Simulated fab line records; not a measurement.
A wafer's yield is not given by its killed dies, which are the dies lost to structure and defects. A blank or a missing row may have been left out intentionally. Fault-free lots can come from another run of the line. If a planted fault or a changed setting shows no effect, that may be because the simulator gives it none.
Which tool was responsible? ; flow sky130 ; Sampling: 14 lots, 41 wafers, 2 of 708 route steps

WHAT THE GAUGES READ, wafer by wafer
SKY_VIA2_THK_MEAS_01.
lot;measured;on;VIA2_HDPCVD_THK (nm)
L384;day 35 12:00;film metro-01;1196 1190 1182
L386;day 36 06:13;film metro-01;1181 1170 1187
L387;day 36 12:22;film metro-04;1151 1153 1148
L392;day 38 06:23;film metro-04;1169 1184 1169
L393;day 38 08:55;film metro-04;1071 1179
L396;day 39 00:41;film metro-04;1168 1162 1055
L397;day 39 17:22;film metro-04;1200 1190 1194
L398;day 40 07:25;film metro-02;1186 1184 1194
L399;day 40 15:11;film metro-04;1167 1156 1173
L400;day 40 18:29;film metro-02;1174 1180 1177
L401;day 40 23:11;film metro-02;1185 1181 1195
L403;day 41 06:38;film metro-04;1169 1159 1159
L405;day 41 22:36;film metro-04;1163 1183 1184
L406;day 42 02:37;film metro-01;1152 1156 1164

WHICH TOOL RAN EACH LOT (tool, then ch and the chambers of the sampled wafers, then the start)
lot;SKY_VIA2_HDPCVD_00
L384;hdpcvd-01 ch 0,1,2, day 35 11:51
L386;hdpcvd-01 ch 0,1, day 36 06:04
L387;hdpcvd-02 ch 0,2, day 36 12:14
L392;hdpcvd-01 ch 0,2, day 38 06:16
L393;hdpcvd-02 ch 0,1, day 38 08:47
L396;hdpcvd-02 ch 0,1, day 39 00:34
L397;hdpcvd-01 ch 1,2, day 39 17:14
L398;hdpcvd-01 ch 0,2, day 40 07:18
L399;hdpcvd-01 ch 0,1,2, day 40 15:03
L400;hdpcvd-01 ch 1, day 40 18:17
L401;hdpcvd-01 ch 1,2, day 40 22:59
L403;hdpcvd-01 ch 1,2, day 41 06:26
L405;hdpcvd-02 ch 0,1,2, day 41 22:28
L406;hdpcvd-01 ch 1,2, day 42 02:29
- SKY_VIA2_HDPCVD_00: deposits SiO2, target thk 1180 nm, time 196.7 s.

AS READ BY THE TOOLS THEMSELVES (means over the sampled wafers that have a number; for cases with no such wafer, the mark the record gives instead)
SKY_VIA2_HDPCVD_00.
lot;tool;run length s (s)
L384;hdpcvd-01;223.9
L386;hdpcvd-01;224.4
L387;hdpcvd-02;225.1
L392;hdpcvd-01;224.1
L393;hdpcvd-02;215.6
L396;hdpcvd-02;218.2
L397;hdpcvd-01;223.9
L398;hdpcvd-01;224.0
L399;hdpcvd-01;224.2
L400;hdpcvd-01;224.2
L401;hdpcvd-01;223.8
L403;hdpcvd-01;224.2
L405;hdpcvd-02;224.5
L406;hdpcvd-01;224.0

THE ANSWER, worked out from the rows above alone
Rule: the usual values come from the lots themselves. The widest of any qualifying gaps counts: lots, ordered by their means at a reading, are off when they make up no more than a third of the lots, leave a main group of 4 or more, and stand apart from it by 3 or more times the standard deviation of that group's means. A main group whose means are all the same, to the digits that the tables above print for the reading, isn't used. A lot without any number at a reading at which 4 lots or more have one is off too. Any other lot the step has rows for is counted as sound. After the gauges, taken in route order, come the tools' own readings; for these a lot's mean is taken, as printed above. The first step at which some lot is off is used, and at that step the reading that is off furthest; a lot without a number counts as furthest.
Off: L393, L396 (SKY_VIA2_HDPCVD_00, run length s). The main group: mean 224.2 s, standard deviation 0.34.
A tool fits if, at that step or a process step before it, it ran every lot that is off, and no sound lot after the first of them. No candidate that was tried fits.

WHAT HAD BEEN PUT IN BY THE SIMULATOR
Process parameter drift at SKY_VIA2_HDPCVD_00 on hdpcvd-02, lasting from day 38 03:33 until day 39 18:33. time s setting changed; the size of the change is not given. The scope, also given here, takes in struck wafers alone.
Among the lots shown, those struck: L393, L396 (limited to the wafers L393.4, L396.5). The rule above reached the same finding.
